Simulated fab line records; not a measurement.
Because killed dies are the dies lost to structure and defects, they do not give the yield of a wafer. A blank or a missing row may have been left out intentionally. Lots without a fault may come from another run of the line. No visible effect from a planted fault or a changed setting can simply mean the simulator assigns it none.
Problem report in the 8D (eight disciplines) form, filled by code + flow gf180mcu + the parts of the form that need people (team, actions taken, sign-off) are left out

1. WHAT WENT WRONG
At GF_M2_METAL_ETCH_16, bias_w averages 201.2 W over 6 wafers from 2 lots, while fault-free wafers read 140.1 W, standard deviation 0.45. So: +99 or more standard deviations from the usual mean.
The step: etches the open film in Cl2/BCl3, stops on SiO2, target depth 627.5 nm, time 104.6 s.
Earliest sighting: wafer L520.2 on rie_metal-04 at day 23 02:53. At this step, 33 wafers from 11 lots have a number in the record. By rule, "out" or "out of limits" means more than 4 standard deviations away from the usual mean. The other wafers with a number count as sound.

2. WHAT IT IS AND WHAT IT IS NOT
| question                    | is                     | is not                                                                                            |
|-----------------------------|------------------------|---------------------------------------------------------------------------------------------------|
| which readings at this step | bias_w                 | drypump_motor_current_A, throttle_valve_pct                                                       |
| which lots                  | L520, L522             | L510, L512, L513, L524, L525, L528, L530, L531, L532                                              |
| which wafers of those lots  | all that have a number | -                                                                                                 |
| read on which tools         | rie_metal-04           | rie_metal-01, rie_metal-03                                                                        |
| when                        | from day 23 02:53      | up to then (9 sound wafers); but 18 sound wafers of L524, L525, L528, L530, L531, L532 came after |

3. THE SUSPECTS, EACH WITH WHAT RULES IT OUT
Counting: a tool stays on the suspect list if, at a process step up to the reading, it processed all lots that are out and no sound lot following the first of them.
- pvd_sputter-03 at GF_M2_SPUTTER_03 (material Ti, target thk 10 nm, time 6.7 s): ruled out as a lasting fault. Sound lots L525, L530 ran on it after its first lot that is out, L520 (day 22 03:10).
- rie_metal-04 at GF_M2_METAL_ETCH_16 (etches the open film in Cl2/BCl3, stops on SiO2, target depth 627.5 nm, time 104.6 s): ruled out as a lasting fault. Sound lots L531 ran on it after its first lot that is out, L520 (day 23 02:53).
Left after counting: nothing in the record.

4. THE CAUSE (what the simulator had put in)
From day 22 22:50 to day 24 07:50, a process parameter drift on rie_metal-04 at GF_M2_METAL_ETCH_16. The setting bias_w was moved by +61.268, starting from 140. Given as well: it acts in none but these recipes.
Counting ruled it out, wrongly.

5. THE EFFECT CHAIN, in route order
Each row: a reading whose mean over the struck wafers that have a number lies more than 3 standard deviations from the usual. Only readings for which the record gives a usual standard deviation are gone through. hours: the time from each lot's start at the first step in this table that gives one to its start at this step, as a median over the lots. sigmas: the change in usual standard deviations.
| hours | step                | reading                  | usual   | on struck wafers | change | sigmas      |
|-------|---------------------|--------------------------|---------|------------------|--------|-------------|
| 0     | GF_M2_METAL_ETCH_16 | bias_w                   | 140.1 W | 201.2            | +61.1  | +99 or more |
| 0     | GF_M2_STRIP_17      | strip_time_to_endpoint_s | 7.90 s  | 7.62             | -0.28  | -5.7        |
Its process steps:
- GF_M2_METAL_ETCH_16: etches the open film in Cl2/BCl3, stops on SiO2, target depth 627.5 nm, time 104.6 s.
- GF_M2_STRIP_17: strips in O2/N2.

6. WHAT WOULD HAVE CAUGHT IT SOONER
In this record no reading fell out of limits until day 23 02:53, 4 hours after the fault had begun at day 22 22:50.
